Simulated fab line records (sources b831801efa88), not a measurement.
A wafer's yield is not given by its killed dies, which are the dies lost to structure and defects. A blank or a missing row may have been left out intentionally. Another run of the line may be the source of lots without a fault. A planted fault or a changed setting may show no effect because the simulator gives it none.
fab line records    flow sfqLine
[record] lots = 5  wafers = 15  lastDay = 97
route steps=325 shown M0@32 I0@43 M1@58 I1@73 M8@325
lots that met no fault: from a run of the same line without faults
startH: hours from the record's first day to the start of the lot's first wafer shown    waitH: how many hours have passed since the lot's step before this one    " as in the row above    L1.1+2: several wafers, shown together as one row    - either no value or no given start    * or withheld: withheld    < > ~ a bound
route shown NAME@n: NAME is a module with steps in the file, n the number in the route of the first one    usual: mean/standard deviation of fault-free wafers    same: alike in all rows    chamber/n: place in a boat    sites: the reading at each site    _std_site: the values' standard deviation    _edge_site: the outer-site mean with the inner-site mean subtracted    radiusMm: how far each site lies from the wafer's centre    mask NAME#n: copy n    behind: the most recent tool/chamber to have shaped the wafer    hold: reason for holding the lot/hours on hold/outcome of the hold    device: names the non-switching transistor (n, p or np)    end of line: tests run on the same wafers once the route is complete    step lacking rows: just its recipe    killed: the dies lost at the first sort to structure and to defects; this is not the yield of the wafer    map: shows each die of a wafer: x if killed, . if not, _ if none is there
set.NAME: the setting the step ran with; set.NAME@STEP: the setting that earlier step ran with    model.NAME: the simulator's own value behind a step, which no gauge read
certain route steps with their lots: each step a table, each wafer a row
services: the hour from which a tool's chamber was out of use, counted from the record's first day as startH (under 0 if before that day), plus the number of hours and why
[[steps]]
[step SFQ_TRILAYER_M0_LITHO_COAT_026]
[recipe] resist = BARC  spinRpm = 3000  resistThkNm = 62
[step SFQ_TRILAYER_M0_LITHO_COAT_021]
[recipe] resist = KrF  spinRpm = 3000  resistThkNm = 600
[step SFQ_TRILAYER_M0_LITHO_SOFTBAKE_025]
[recipe] tempC = withheld  timeS = withheld  resist = KrF
[step SFQ_TRILAYER_M0_LITHO_EXPOSE_022]
[recipe] maskId = M0  na = 0.6  sourceShape = conventional  sigmaOuter = 0.65  targetCdNm = 500  doseMj = 14.25
[step SFQ_TRILAYER_M0_LITHO_PEB_024]
[recipe] pebTempC = 115  pebTimeS = 60  resist = KrF
[step SFQ_TRILAYER_M0_LITHO_DEVELOP_023]
[recipe] timeS = 60  resist = KrF
[step SFQ_M0_OVL_MEAS_906]
[usual] M0_OVL = 0/4.9
lot.wafer  tool        chamber  startH  waitH  M0_OVL[nm]
L406.4     overlay-02  -        391.44  0.1    4
L406.5     "           -        "       "      3
L406.6     "           -        "       "      4
L407.1     overlay-02  -        398.62  0.1    -2
L407.2     "           -        "       "      -4
L407.4     "           -        "       "      -6
L409.3     overlay-01  -        414.23  0.1    -2
L409.5     "           -        "       "      3
L409.6     "           -        "       "      -5
L417.1     overlay-02  -        488.87  0.1    2
L417.2     "           -        "       "      3
L417.6     "           -        "       "      1
L420.2     overlay-01  -        510.60  0.1    4
L420.3     "           -        "       "      5
L420.5     "           -        "       "      3
[step SFQ_TRILAYER_M0_BARC_OPEN_METAL_ETCH_031]
[recipe] maskMaterial = PR  chemistry = O2  targetDepthNm = 125  target = BARC  icpW = 600  biasW = 80  pressureMtorr = 10  timeS = 41.7
[step SFQ_TRILAYER_M0_ETCH_METAL_ETCH_024]
[recipe] target = Nb  stopOn = SiO2  maskMaterial = PR  chemistry = Cl2/Ar  targetDepthNm = 240  icpW = 600  biasW = 80  pressureMtorr = 10  timeS = 120
[usual] drypumpMotorCurrentA = 5.9/0.47  heBacksideLeakSccm = 3.5/0.35  oesProductAu = 0.892/0.0065
lot.wafer  tool         chamber  startH  waitH  drypumpMotorCurrentA  heBacksideLeakSccm  oesProductAu  rfHoursCounterH
L406.4     rieMetal-04  1        391.56  0.1    6.2                   3.7                 0.899         -
L406.5     "            0        "       "      5.6                   3.2                 0.895         -
L406.6     "            1        "       "      6.2                   3.6                 0.895         -
L407.1     rieMetal-02  1        398.71  0.0    6.3                   3.6                 0.884         28
L407.2     "            0        "       "      6.0                   3.3                 0.900         50
L407.4     "            0        "       "      6.0                   3.4                 0.886         -
L409.3     rieMetal-02  1        414.36  0.1    6.3                   3.5                 0.904         -
L409.5     "            1        "       "      6.3                   3.5                 0.895         -
L409.6     "            0        "       "      6.0                   4.3                 0.887         -
L417.1     rieMetal-02  1        488.96  0.0    6.3                   3.6                 0.903         42
L417.2     "            0        "       "      6.0                   3.4                 0.894         63
L417.6     "            0        "       "      6.1                   3.4                 0.902         -
L420.2     rieMetal-03  0        510.69  0.0    5.5                   3.6                 0.897         123
L420.3     "            0        "       "      5.6                   3.5                 0.895         -
L420.5     "            0        "       "      5.5                   3.5                 0.886         -
[step SFQ_TRILAYER_M0_STRIP_STRIP_025]
[recipe] gas = O2  powerW = 200  platenTempC = 40  overashFraction = 0.65  chemistry = O2  pressureMtorr = 50
[usual] drypumpMotorCurrentA = 5.9/0.45  heBacksideLeakSccm = 3.5/0.33  oesProductAu = 1.002/0.0074
[same] overashFraction = 0.65
lot.wafer  tool         chamber  startH  waitH  drypumpMotorCurrentA  heBacksideLeakSccm  oesProductAu  rfHoursCounterH
L406.4     rieMetal-04  1        391.84  0.2    6.2                   3.6                 1.002         -
L406.5     "            0        "       "      5.6                   3.4                 1.004         -
L406.6     "            1        "       "      6.2                   3.4                 1.001         -
L407.1     rieMetal-02  1        398.84  0.1    6.3                   3.5                 1.000         28
L407.2     "            0        "       "      6.0                   5.6                 0.998         50
L407.4     "            0        "       "      6.1                   3.7                 0.998         -
L409.3     rieMetal-02  1        414.64  0.2    6.3                   3.6                 1.000         -
L409.5     "            1        "       "      6.3                   3.5                 1.007         -
L409.6     "            0        "       "      6.0                   3.3                 1.001         -
L417.1     rieMetal-02  1        489.09  0.1    6.3                   3.6                 1.003         42
L417.2     "            0        "       "      6.0                   3.4                 0.999         63
L417.6     "            0        "       "      6.0                   3.5                 1.009         -
L420.2     rieMetal-03  0        510.81  0.1    5.5                   3.6                 0.998         124
L420.3     "            0        "       "      5.6                   3.7                 0.991         -
L420.5     "            0        "       "      5.5                   3.4                 0.995         -
[step SFQ_TRILAYER_M0_STRIP_SOLV_CLEAN_026]
[recipe] chemistry = NMP  tempC = 70  timeS = 600
[step SFQ_TRILAYER_I0_DEP_PECVD_027]
[recipe] material = SiO2  tempC = 150  timeS = 111.11  pressureTorr = 2.4  rfW = 183.3  precursor = SiH4/N2O  targetThkNm = 500
[step SFQ_TRILAYER_I0_CMP_CMP_028]
[recipe] material = SiO2  downForcePsi = 3  platenRpm = 60  padVelocityMS = 0.94248
[usual] motorCurrentA = 10.4/1.1  slurryFilterDpKPa = 13.50/0.14  timeToEndpointS = 216/6.8
lot.wafer  tool    chamber  startH  waitH  motorCurrentA  slurryFilterDpKPa  timeToEndpointS  model.SiO2_of_TRILAYER_I0_DEP_PECVD_027.thkNm
L406.4     cmp-02  2        393.03  0.5    9.8            13.60              218              200.9
L406.5     "       1        394.53  2.0    10.9           13.54              215              201.4
L406.6     "       2        "       "      10.0           13.50              220              201.5
L407.2     cmp-01  2        401.53  1.9    12.4           13.32              212              198.5
L407.4     "       3        "       "      9.3            13.49              213              199.8
L407.1     "       1        403.03  3.4    9.9            13.50              213              201.5
L409.3     cmp-02  1        425.61  10.4   10.5           13.70              175              249.2
L409.5     "       2        "       "      10.1           13.27              218              198.7
L409.6     "       3        "       "      12.5           13.72              222              199.2
L417.1     cmp-01  0        494.46  4.6    10.1           13.20              217              200.4
L417.2     "       1        "       "      9.8            13.52              217              199.5
L417.6     "       0        496.46  6.5    9.8            13.36              210              198.9
L420.2     cmp-02  0        512.40  0.8    9.4            13.49              208              200.6
L420.3     "       3        513.90  2.3    12.3           13.37              214              200
L420.5     "       0        "       "      8.5            13.63              229              200.6
[step SFQ_I0_BOW_MEAS_907]
[recipe] mode = bow
[usual] I0_BOW = 1/7.9
lot.wafer  tool          chamber  startH  waitH  I0_BOW[um]
L406.4     filmMetro-02  -        395.59  2.1    11
L406.5     "             -        "       "      6
L406.6     "             -        "       "      -8
L407.1     filmMetro-02  -        404.53  1.0    3
L407.2     "             -        "       "      -2
L407.4     "             -        "       "      10
L409.3     filmMetro-04  -        427.15  1.0    1
L409.5     "             -        "       "      11
L409.6     "             -        "       "      0
L417.1     filmMetro-03  -        496.96  2.0    16
L417.2     "             -        "       "      4
L417.6     "             -        "       "      -2
L420.2     filmMetro-03  -        515.42  2.5    2
L420.3     "             -        "       "      7
L420.5     "             -        "       "      13
[step SFQ_TRILAYER_I0_METRO_MEASURE_029]
[usual] thkNm = 200.2/1
lot.wafer  tool          chamber  startH  waitH  thkNm
L406.4     filmMetro-02  -        396.25  0.6    200.8
L406.5     "             -        "       "      201.4
L406.6     "             -        "       "      201.2
L407.1     filmMetro-02  -        404.65  0.1    201.5
L407.2     "             -        "       "      198.5
L407.4     "             -        "       "      199.8
L409.3     filmMetro-04  -        427.63  0.5    249.2
L409.5     "             -        "       "      198.8
L409.6     "             -        "       "      199.1
L417.1     filmMetro-03  -        497.08  0.1    200.4
L417.2     "             -        "       "      199.6
L417.6     "             -        "       "      198.9
L420.2     filmMetro-03  -        515.72  0.3    200.7
L420.3     "             -        "       "      200.1
L420.5     "             -        "       "      200.5
[step SFQ_TRILAYER_I0_VIA_LITHO_COAT_036]
[recipe] resist = BARC  spinRpm = 3000  resistThkNm = 62
[step SFQ_TRILAYER_I0_VIA_LITHO_COAT_031]
[recipe] resist = KrF  spinRpm = 2980  resistThkNm = 650
[step SFQ_TRILAYER_I0_VIA_LITHO_SOFTBAKE_035]
[recipe] tempC = withheld  timeS = withheld  resist = KrF
[step SFQ_TRILAYER_I0_VIA_LITHO_EXPOSE_032]
[recipe] maskId = I0  na = 0.6  sourceShape = conventional  sigmaOuter = 0.65  targetCdNm = 500  doseMj = 21.3
[step SFQ_TRILAYER_I0_VIA_LITHO_PEB_034]
[recipe] pebTempC = 115  pebTimeS = 60  resist = KrF
[step SFQ_TRILAYER_I0_VIA_LITHO_DEVELOP_033]
[recipe] timeS = 60  resist = KrF
[step SFQ_I0_OVL_MEAS_908]
[usual] I0_OVL = 2/5.3
lot.wafer  tool        chamber  startH  waitH  I0_OVL[nm]
L406.4     overlay-02  -        551.33  0.1    4
L406.5     "           -        "       "      -4
L406.6     "           -        "       "      5
L407.1     overlay-01  -        561.72  0.1    4
L407.2     "           -        "       "      7
L407.4     "           -        "       "      8
L409.3     overlay-01  -        585.49  0.1    -2
L409.5     "           -        "       "      -2
L409.6     "           -        "       "      1
L417.1     overlay-01  -        664.73  0.1    1
L417.2     "           -        "       "      1
L417.6     "           -        "       "      4
L420.2     overlay-02  -        683.94  0.1    -5
L420.3     "           -        "       "      3
L420.5     "           -        "       "      -1
[step SFQ_TRILAYER_I0_VIA_BARC_OPEN_VIA_ETCH_046]
[recipe] maskMaterial = PR  chemistry = O2  targetDepthNm = 125  target = BARC  sourceW = 516.2  biasW = 80  pressureMtorr = 30  timeS = 41.7
[usual] drypumpMotorCurrentA = 5.8/0.57  oesProductAu = 0.686/0.0046
lot.wafer  tool        chamber  startH  waitH  drypumpMotorCurrentA  oesProductAu  rfHoursCounterH
L406.4     rieDiel-01  2        551.35  0.0    5.6                   0.690         54
L406.5     "           2        "       "      5.6                   0.687         -
L406.6     "           1        "       "      6.3                   0.685         -
L407.1     rieDiel-03  1        561.75  0.0    6.3                   0.682         11
L407.2     "           2        "       "      6.4                   0.683         4
L407.4     "           0        "       "      5.6                   0.689         12
L409.3     rieDiel-03  1        585.52  0.0    6.2                   0.676         11
L409.5     "           2        "       "      6.4                   0.691         -
L409.6     "           1        "       "      6.3                   0.686         -
L417.1     rieDiel-03  0        664.77  0.0    5.7                   0.686         14
L417.2     "           3        "       "      4.8                   0.688         3
L417.6     "           1        "       "      6.3                   0.683         -
L420.2     rieDiel-03  1        683.97  0.0    6.3                   0.680         13
L420.3     "           2        "       "      6.4                   0.687         5
L420.5     "           3        "       "      4.8                   0.682         -
[step SFQ_TRILAYER_I0_VIA_ETCH_VIA_ETCH_034]
[recipe] target = SiO2  stopOn = Nb  maskMaterial = PR  taperDeg = 20  chemistry = CHF3  targetDepthNm = 260  sourceW = 500  biasW = 80  pressureMtorr = 30  timeS = withheld
[usual] drypumpMotorCurrentA = 5.8/0.57  oesProductAu = 0.855/0.006
lot.wafer  tool        chamber  startH  waitH  drypumpMotorCurrentA  oesProductAu  model.etch.depthNm  model.I0.featureDepthNm
L406.4     rieDiel-01  2        551.39  0.0    5.6                   0.856         200.9               200.9
L406.5     "           2        "       "      5.6                   0.859         201.4               201.4
L406.6     "           1        "       "      6.2                   0.861         201.5               201.5
L407.1     rieDiel-03  1        561.79  0.0    6.3                   0.859         201.4               201.4
L407.2     "           2        "       "      6.4                   0.860         198.5               198.5
L407.4     "           0        "       "      5.6                   0.847         199.8               199.8
L409.3     rieDiel-03  1        585.56  0.0    6.3                   0.972         249.2               249.2
L409.5     "           2        "       "      6.4                   0.846         198.7               198.7
L409.6     "           1        "       "      6.3                   0.857         199.1               199.1
L417.1     rieDiel-03  0        664.81  0.0    5.6                   0.856         200.4               200.4
L417.2     "           3        "       "      4.8                   0.857         199.5               199.5
L417.6     "           1        "       "      6.4                   0.840         198.9               198.9
L420.2     rieDiel-03  1        684.01  0.0    6.4                   0.855         200.6               200.6
L420.3     "           2        "       "      6.4                   0.848         200                 200
L420.5     "           3        "       "      4.8                   0.851         200.6               200.6
[step SFQ_TRILAYER_I0_VIA_STRIP_STRIP_035]
[recipe] gas = O2  powerW = 200  platenTempC = 40  overashFraction = 0.65  chemistry = O2  pressureMtorr = 50
[usual] drypumpMotorCurrentA = 5.9/0.35  heBacksideLeakSccm = 3.43/0.17  oesProductAu = 1.001/0.0076
[same] overashFraction = 0.65
lot.wafer  tool         chamber  startH  waitH  drypumpMotorCurrentA  heBacksideLeakSccm  oesProductAu  rfHoursCounterH
L406.4     rieMetal-02  1        552.10  -      6.3                   3.65                1.008         -
L406.5     "            1        "       "      6.3                   3.58                1.007         -
L406.6     "            1        "       "      6.3                   3.57                1.021         -
L407.1     rieMetal-01  0        561.91  -      5.9                   3.51                1.011         69
L407.2     "            1        "       "      5.4                   3.45                0.987         43
L407.4     "            1        "       "      5.4                   3.29                0.993         -
L409.3     rieMetal-01  0        585.87  -      5.9                   3.48                1.004         -
L409.5     "            0        "       "      5.9                   3.34                1.000         -
L409.6     "            1        "       "      5.4                   3.34                1.000         -
L417.1     rieMetal-02  1        664.92  -      6.3                   3.53                1.012         67
L417.2     "            0        "       "      6.0                   3.54                1.009         85
L417.6     "            0        "       "      6.0                   3.61                1.004         -
L420.2     rieMetal-02  1        684.12  -      6.3                   3.57                1.012         69
L420.3     "            0        "       "      6.0                   3.51                1.004         -
L420.5     "            0        "       "      6.1                   3.58                1.010         -
[step SFQ_TRILAYER_I0_VIA_STRIP_SOLV_CLEAN_036]
[recipe] chemistry = NMP  tempC = 70  timeS = 600
[step SFQ_TRILAYER_M1_DEP_PRE_CLEAN_038]
[recipe] gas = Ar  timeS = 22.5  biasV = 250
[step SFQ_TRILAYER_M1_DEP_SPUTTER_037]
[recipe] material = Nb  basePressurePa = 1.33e-06  chamberPressurePa = 0.1333  substrateTempC = 20  resputterCathodeVoltageV = 400  targetThkNm = 200  powerW = 2000  timeS = 133.3
[step SFQ_M1_RS_MEAS_909]
[recipe] thkMeasGauge = four-point-probe  reads = Nb_of_TRILAYER_M1_DEP_SPUTTER_037
[usual] M1_NB_RS = 0.885/0.011
lot.wafer  tool          chamber  startH  waitH  M1_NB_RS[ohm/sq]
L406.4     filmMetro-01  -        553.06  0.1    0.874
L406.5     "             -        "       "      0.881
L406.6     "             -        "       "      0.880
L407.1     filmMetro-02  -        562.82  0.0    0.888
L407.2     "             -        "       "      0.895
L407.4     "             -        "       "      0.893
L409.3     filmMetro-01  -        586.60  0.1    0.888
L409.5     "             -        "       "      0.896
L409.6     "             -        "       "      0.897
L417.1     filmMetro-02  -        665.81  0.0    0.874
L417.2     "             -        "       "      0.881
L417.6     "             -        "       "      0.871
L420.2     filmMetro-02  -        685.03  0.1    0.872
L420.3     "             -        "       "      0.869
L420.5     "             -        "       "      0.867
[step SFQ_TRILAYER_M1_LITHO_COAT_044]
[recipe] resist = BARC  spinRpm = 3000  resistThkNm = 62
[step SFQ_TRILAYER_M1_LITHO_COAT_039]
[recipe] resist = KrF  spinRpm = 3000  resistThkNm = 600
[step SFQ_TRILAYER_M1_LITHO_SOFTBAKE_043]
[recipe] tempC = withheld  timeS = withheld  resist = KrF
[step SFQ_TRILAYER_M1_LITHO_EXPOSE_040]
[recipe] maskId = M1  na = 0.6  sourceShape = conventional  sigmaOuter = 0.65  targetCdNm = 500  doseMj = 14.4
[step SFQ_TRILAYER_M1_LITHO_PEB_042]
[recipe] pebTempC = 115  pebTimeS = 60  resist = KrF
[step SFQ_TRILAYER_M1_LITHO_DEVELOP_041]
[recipe] timeS = 60  resist = KrF
[step SFQ_M1_OVL_MEAS_911]
[usual] M1_OVL = 3/6.6
lot.wafer  tool        chamber  startH  waitH  M1_OVL[nm]
L406.4     overlay-02  -        718.75  0.1    13
L406.5     "           -        "       "      4
L406.6     "           -        "       "      14
L407.1     overlay-01  -        726.54  0.1    2
L407.2     "           -        "       "      7
L407.4     "           -        "       "      8
L409.3     overlay-01  -        746.95  0.1    -4
L409.5     "           -        "       "      4
L409.6     "           -        "       "      -9
L417.1     overlay-01  -        821.47  0.1    -11
L417.2     "           -        "       "      -6
L417.6     "           -        "       "      -3
L420.2     overlay-02  -        845.42  0.1    12
L420.3     "           -        "       "      3
L420.5     "           -        "       "      -1
[step SFQ_TRILAYER_M1_BARC_OPEN_METAL_ETCH_054]
[recipe] maskMaterial = PR  chemistry = O2  targetDepthNm = 125  target = BARC  icpW = 600  biasW = 80  pressureMtorr = 10  timeS = 41.7
[step SFQ_TRILAYER_M1_ETCH_METAL_ETCH_042]
[recipe] target = Nb  stopOn = SiO2  maskMaterial = PR  chemistry = Cl2/Ar  targetDepthNm = 240  icpW = 609.6  biasW = 80  pressureMtorr = 10  timeS = 120
[usual] drypumpMotorCurrentA = 5.6/0.47  heBacksideLeakSccm = 3.42/0.16  oesProductAu = 0.898/0.0079
lot.wafer  tool         chamber  startH  waitH  drypumpMotorCurrentA  heBacksideLeakSccm  oesProductAu  rfHoursCounterH  model.SiO2_of_TRILAYER_I0_DEP_PECVD_027.thkNm
L406.4     rieMetal-01  1        718.87  0.1    5.4                   3.48                0.899         -                193
L406.5     "            0        "       "      5.9                   3.45                0.904         -                193.5
L406.6     "            1        "       "      5.3                   3.39                0.897         -                193.6
L407.1     rieMetal-03  1        726.63  0.0    4.8                   3.47                0.893         69               193.6
L407.2     "            0        "       "      5.5                   3.70                0.893         9                190.6
L407.4     "            1        "       "      4.8                   3.30                0.893         -                191.9
L409.3     rieMetal-04  0        747.08  0.1    5.6                   3.05                0.903         -                241.4
L409.5     "            0        "       "      5.6                   3.16                0.886         -                190.8
L409.6     "            1        "       "      6.2                   3.43                0.888         -                191.3
L417.1     rieMetal-03  1        821.57  0.0    4.8                   3.46                0.903         82               192.6
L417.2     "            0        "       "      5.6                   3.38                0.903         22               191.7
L417.6     "            1        "       "      4.8                   3.50                0.910         -                191.1
L420.2     rieMetal-03  1        845.51  0.0    4.8                   3.55                0.894         85               192.7
L420.3     "            0        "       "      5.5                   3.58                0.910         -                192.2
L420.5     "            0        "       "      5.5                   3.70                0.909         -                192.8
[step SFQ_TRILAYER_M1_STRIP_STRIP_043]
[recipe] gas = O2  powerW = 200  platenTempC = 40  overashFraction = 0.65  chemistry = O2  pressureMtorr = 50
[usual] drypumpMotorCurrentA = 5.6/0.46  heBacksideLeakSccm = 3.46/0.18  oesProductAu = 1.002/0.0088
[same] overashFraction = 0.65
lot.wafer  tool         chamber  startH  waitH  drypumpMotorCurrentA  heBacksideLeakSccm  oesProductAu  rfHoursCounterH
L406.4     rieMetal-01  1        719.15  0.2    5.4                   3.39                0.999         -
L406.5     "            0        "       "      5.9                   3.45                1.009         -
L406.6     "            1        "       "      5.4                   3.47                0.999         -
L407.1     rieMetal-03  1        726.76  0.1    4.8                   3.52                0.998         69
L407.2     "            0        "       "      5.5                   3.70                0.997         9
L407.4     "            1        "       "      4.8                   3.76                1.000         -
L409.3     rieMetal-04  0        747.36  0.2    5.6                   3.60                1.013         -
L409.5     "            0        "       "      5.6                   3.38                1.004         -
L409.6     "            1        "       "      6.2                   3.50                1.000         -
L417.1     rieMetal-03  1        821.69  0.1    4.8                   4.26                0.985         82
L417.2     "            0        "       "      5.6                   3.62                0.996         23
L417.6     "            1        "       "      4.8                   3.56                0.997         -
L420.2     rieMetal-03  1        845.64  0.1    4.8                   3.64                0.994         86
L420.3     "            0        "       "      5.6                   3.69                0.990         -
L420.5     "            0        "       "      5.5                   3.66                0.997         -
[step SFQ_TRILAYER_M1_STRIP_SOLV_CLEAN_044]
[recipe] chemistry = NMP  tempC = 70  timeS = 600
[step SFQ_TRILAYER_I1_DEP_PECVD_045]
[recipe] material = SiO2  tempC = 150  timeS = 111.11  pressureTorr = 2.4  rfW = 183.3  precursor = SiH4/N2O  targetThkNm = 500
[step SFQ_M8_BOW_MEAS_951]
[recipe] mode = bow
[usual] M8_BOW = 9/12
lot.wafer  tool          chamber  startH   waitH  M8_BOW[um]  model.etest.i0.linkOhm
L406.4     filmMetro-03  -        2203.47  0.1    30          1.945
L406.5     "             -        "        "      25          1.959
L406.6     "             -        "        "      11          1.96
L407.1     filmMetro-03  -        2209.36  0.0    -4          1.972
L407.2     "             -        "        "      -11         1.973
L407.4     "             -        "        "      3           1.975
L409.3     filmMetro-02  -        2217.80  0.0    -5          2.015
L409.5     "             -        "        "      4           1.978
L409.6     "             -        "        "      -7          1.985
L417.1     filmMetro-04  -        2303.52  0.0    29          1.941
L417.2     "             -        "        "      17          1.952
L417.6     "             -        "        "      12          1.937
L420.2     filmMetro-03  -        2330.38  0.0    8           1.945
L420.3     "             -        "        "      16          1.938
L420.5     "             -        "        "      21          1.942
[[services]]
tool         chamber  startH  hours  kind
rieMetal-04  -        374.18  1.4    pm
rieDiel-03   0        377.41  6.0    repair
rieMetal-03  -        389.46  14.6   pm
rieMetal-03  -        404.06  28.1   pm
rieMetal-02  -        430.57  2.8    pm
rieDiel-03   2        451.05  2.4    repair
rieMetal-04  -        519.83  0.7    repair
rieDiel-03   -        520.44  2.3    repair
rieMetal-04  -        538.65  2.8    pm
rieMetal-02  0        540.85  14.8   repair
rieDiel-03   -        544.19  1.4    repair
rieDiel-03   -        548.98  0.6    repair
rieMetal-04  1        558.52  7.9    repair
rieMetal-01  -        570.56  1.3    repair
rieDiel-03   3        640.01  1.4    repair
rieDiel-03   0        675.39  19.7   repair
rieMetal-04  -        702.65  0.9    repair
rieMetal-04  -        731.14  1.0    repair
rieMetal-02  1        761.60  1.5    repair
rieDiel-03   -        776.92  28.1   pm
rieMetal-04  1        789.71  1.1    repair
rieMetal-03  -        818.88  1.5    repair
rieDiel-03   -        822.02  2.8    pm
rieDiel-03   0        840.39  5.8    repair
[[key]]
[firstSign] step = SFQ_TRILAYER_I0_CMP_CMP_028  reading = timeToEndpointS  direction = down  sigmas = 6.1  usual = *  struck = *
[effect] step = SFQ_TRILAYER_I0_METRO_MEASURE_029  reading = thkNm  direction = up  sigmas = 49  usual = 200.2  struck = 249.2
[effect] step = SFQ_TRILAYER_I0_VIA_ETCH_VIA_ETCH_034  reading = oesProductAu  direction = up  sigmas = 19  usual = 0.855  struck = 0.972
[modelEffect] step = SFQ_TRILAYER_I0_CMP_CMP_028  value = SiO2_of_TRILAYER_I0_DEP_PECVD_027.thkNm  without = 199.2  struck = 249.2
[modelEffect] step = SFQ_TRILAYER_I0_VIA_ETCH_VIA_ETCH_034  value = etch.depthNm  without = 199.2  struck = 249.2
[modelEffect] step = SFQ_TRILAYER_M1_ETCH_METAL_ETCH_042  value = SiO2_of_TRILAYER_I0_DEP_PECVD_027.thkNm  without = 191.4  struck = 241.4
[modelEffect] step = SFQ_M8_BOW_MEAS_951  value = etest.i0.linkOhm  without = 1.967  struck = 2.015
metAt SFQ_TRILAYER_I0_CMP_CMP_028
struckWafers L409.3
onsetBetween 393.03 425.61
[fault] kind = processParameterDrift  tool = cmp-02  chamber = 1  onsetH = 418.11  steps = SFQ_TRILAYER_I0_CMP_CMP_028  channel = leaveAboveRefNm  offset = 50  shape = step  endH = 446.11  actsIn = theseRecipesOnly  stated = 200
